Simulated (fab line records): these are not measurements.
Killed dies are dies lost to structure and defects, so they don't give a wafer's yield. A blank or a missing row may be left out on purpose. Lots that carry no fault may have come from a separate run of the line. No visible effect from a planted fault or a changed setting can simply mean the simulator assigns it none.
Chamber matching || flow sky130 || SKY_FIELD_ISO_CMP_27 on cmp-01 has 4 sister chambers
The step polishes, stops on Si3N4, t overpolish 16 s, target thk 457.8 nm. 8 wafers are shown with their chamber, then 12 later ones without.

== EACH WAFER AND ITS CHAMBER ==
{"wafer": "L086.2", "chamber": 2, "motor_current_A (A)": 11.6, "time_to_endpoint_s (s)": 117}
{"wafer": "L086.5", "chamber": 1, "motor_current_A (A)": 12.1, "time_to_endpoint_s (s)": 110}
{"wafer": "L087.2", "chamber": 3, "motor_current_A (A)": 11.8, "time_to_endpoint_s (s)": 116}
{"wafer": "L087.4", "chamber": 1, "motor_current_A (A)": 12.2, "time_to_endpoint_s (s)": 106}
{"wafer": "L087.6", "chamber": 0, "motor_current_A (A)": 12.0, "time_to_endpoint_s (s)": 105}
{"wafer": "L090.2", "chamber": 0, "motor_current_A (A)": 12.6, "time_to_endpoint_s (s)": 112}
{"wafer": "L090.5", "chamber": 2, "motor_current_A (A)": 11.0, "time_to_endpoint_s (s)": 121}
{"wafer": "L090.6", "chamber": 3, "motor_current_A (A)": 12.3, "time_to_endpoint_s (s)": 120}

== WAFERS MISSING THEIR CHAMBER ==
{"wafer": "L093.2", "motor_current_A (A)": 11.8, "time_to_endpoint_s (s)": 121}
{"wafer": "L093.3", "motor_current_A (A)": 12.7, "time_to_endpoint_s (s)": 111}
{"wafer": "L093.4", "motor_current_A (A)": 12.8, "time_to_endpoint_s (s)": 109}
{"wafer": "L094.2", "motor_current_A (A)": 11.1, "time_to_endpoint_s (s)": 114}
{"wafer": "L094.3", "motor_current_A (A)": 11.8, "time_to_endpoint_s (s)": 110}
{"wafer": "L094.5", "motor_current_A (A)": 11.0, "time_to_endpoint_s (s)": 114}
{"wafer": "L096.2", "motor_current_A (A)": 12.8, "time_to_endpoint_s (s)": 109}
{"wafer": "L096.5", "motor_current_A (A)": 12.9, "time_to_endpoint_s (s)": 111}
{"wafer": "L096.6", "motor_current_A (A)": 11.2, "time_to_endpoint_s (s)": 119}
{"wafer": "L097.1", "motor_current_A (A)": 11.5, "time_to_endpoint_s (s)": 118}
{"wafer": "L097.4", "motor_current_A (A)": 11.6, "time_to_endpoint_s (s)": 121}
{"wafer": "L097.5", "motor_current_A (A)": 12.1, "time_to_endpoint_s (s)": 107}

== WHICH CHAMBER EACH ONE RAN IN ==
{"wafer": "L093.2", "from the rows above": "can't be placed: 3 or 2", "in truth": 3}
{"wafer": "L093.3", "from the rows above": "can't be placed: 0 or 1 or 3", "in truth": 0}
{"wafer": "L093.4", "from the rows above": "can't be placed: 0 or 1 or 3", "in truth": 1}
{"wafer": "L094.2", "from the rows above": "can't be placed: 2 or 3 or 1", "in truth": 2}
{"wafer": "L094.3", "from the rows above": "can't be placed: 1 or 0 or 3 or 2", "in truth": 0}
{"wafer": "L094.5", "from the rows above": "can't be placed: 2 or 3", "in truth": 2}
{"wafer": "L096.2", "from the rows above": "can't be placed: 0 or 1 or 3", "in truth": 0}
{"wafer": "L096.5", "from the rows above": "can't be placed: 0 or 1 or 3", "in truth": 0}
{"wafer": "L096.6", "from the rows above": 2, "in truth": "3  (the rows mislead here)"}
{"wafer": "L097.1", "from the rows above": "can't be placed: 2 or 3", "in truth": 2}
{"wafer": "L097.4", "from the rows above": "can't be placed: 2 or 3", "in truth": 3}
{"wafer": "L097.5", "from the rows above": "can't be placed: 1 or 0", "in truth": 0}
Correctly placed: 0 of 12. Unplaceable from these rows: 11, with the true chamber sitting among the candidates in 11. 1 placed wrongly.
How it was worked out, from the rows above alone: a wafer's distance from a chamber is the root of the sum, over the readings, of the square of ((its reading less the chamber's mean) divided by the reading's scatter). If the next closest chamber is less than 2 further off than the closest, the wafer can't be placed; otherwise it belongs to the closest. The mean given for a chamber averages the wafers shown for that chamber. The scatter: the root of (the sum of the squares of (reading less its chamber's mean) over the shown wafers, divided by (wafers less chambers)).
